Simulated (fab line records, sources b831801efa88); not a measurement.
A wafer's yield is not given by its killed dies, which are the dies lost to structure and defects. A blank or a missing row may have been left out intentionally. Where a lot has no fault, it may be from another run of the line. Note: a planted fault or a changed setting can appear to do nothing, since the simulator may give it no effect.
Problem report in the 8D (eight disciplines) form, filled by code    flow gf180mcu    the parts of the form that need people (team, actions taken, sign-off) are left out

1. WHAT IS WRONG
POLY_GATE_CVD_00_THK at GF_POLY_GATE_THK_MEAS_01 reads a mean of 218.1 nm on 3 wafers of 1 lot; wafers without a fault read 200.6 nm with a standard deviation of 1.8. That puts it +9.7 standard deviations away from the usual mean.
Earliest sighting: wafer L130.1 on filmMetro-03 at day 11 19:52. At this step, 39 wafers from 13 lots have a number in the record. The rule behind "out" and "out of limits": a value lying over 4 standard deviations away from the usual mean. Any other wafer with a number is counted as sound.

2. WHAT IT IS; WHAT IT IS NOT
question                     is                      is not
which readings at this step  POLY_GATE_CVD_00_THK    -
which lots                   L130                    L118, L120, L121, L123, L125, L126, L127, L128, L129, L134, L139, L141
which wafers of those lots   all that have a number  -
read on which gauges         filmMetro-03            filmMetro-02, filmMetro-04
when                         from day 11 19:52       up to then (27 sound wafers); but 9 sound wafers of L134, L139, L141 came after

3. THE SUSPECTS, EACH WITH WHAT RULES IT OUT
Counting: a tool stays on the suspect list if, at a process step up to the reading, it processed all lots that are out and no sound lot following the first of them.
- the gauge at GF_POLY_GATE_THK_MEAS_01 has been ruled out. All the wafers that are out were read on filmMetro-03, but those of them that GF_POLY_GATE_CVD_00 has rows for are out there too, on other tools.
- lpcvd-02 at GF_POLY_GATE_CVD_00 (deposits poly-Si, target thk 200 nm, time 1200 s): ruled out as a lasting fault. After its first lot that is out, L130 (day 11 18:32), sound lots L141 ran on it.
Left after counting: nothing in the record.

4. THE CAUSE (what the simulator had put in)
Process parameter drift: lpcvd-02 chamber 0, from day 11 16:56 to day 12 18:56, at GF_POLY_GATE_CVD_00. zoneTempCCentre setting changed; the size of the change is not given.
It was ruled out by counting, in error; the rule expects a fault to strike all lots run on its tool from its start on, and this fault did not.

5. THE CHAIN OF EFFECTS, in route order
One row per reading whose mean, taken over the struck wafers that have a number, lies over 3 standard deviations from the usual. Only readings whose record carries a usual standard deviation are examined. hours: median over the lots of the time between each lot's start at the first step of this table that gives one and its start at this step. sigmas: the change, counted in usual standard deviations.
hours  step                      reading               usual     on struck wafers  change  sigmas
0      GF_POLY_GATE_CVD_00       spikeTcCentreC        620.8 C   636.1             +15.3   +12
0      GF_POLY_GATE_CVD_00       zonePowerCentrePct    8.5 %     11.9              +3.4    +3.7
1      GF_POLY_GATE_THK_MEAS_01  POLY_GATE_CVD_00_THK  200.6 nm  218.1             +17.5   +9.7
Here are the process steps it includes:
- GF_POLY_GATE_CVD_00: deposits poly-Si, target thk 200 nm, time 1200 s.
At these later measuring or inspecting steps, every struck wafer for which the step has a row has a number for every such reading, and none has moved that far: GF_POLY_GATE_OVL_MEAS_11.

6. WHAT WOULD HAVE CAUGHT IT SOONER
In this record the first reading out of limits at a measuring or inspecting step was taken at day 11 19:52, 3 hours after the fault began at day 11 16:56.
Tool's own readings at GF_POLY_GATE_CVD_00, spikeTcCentreC: out on all struck wafers the step has rows for; an alarm limit on them would have tripped on the first.
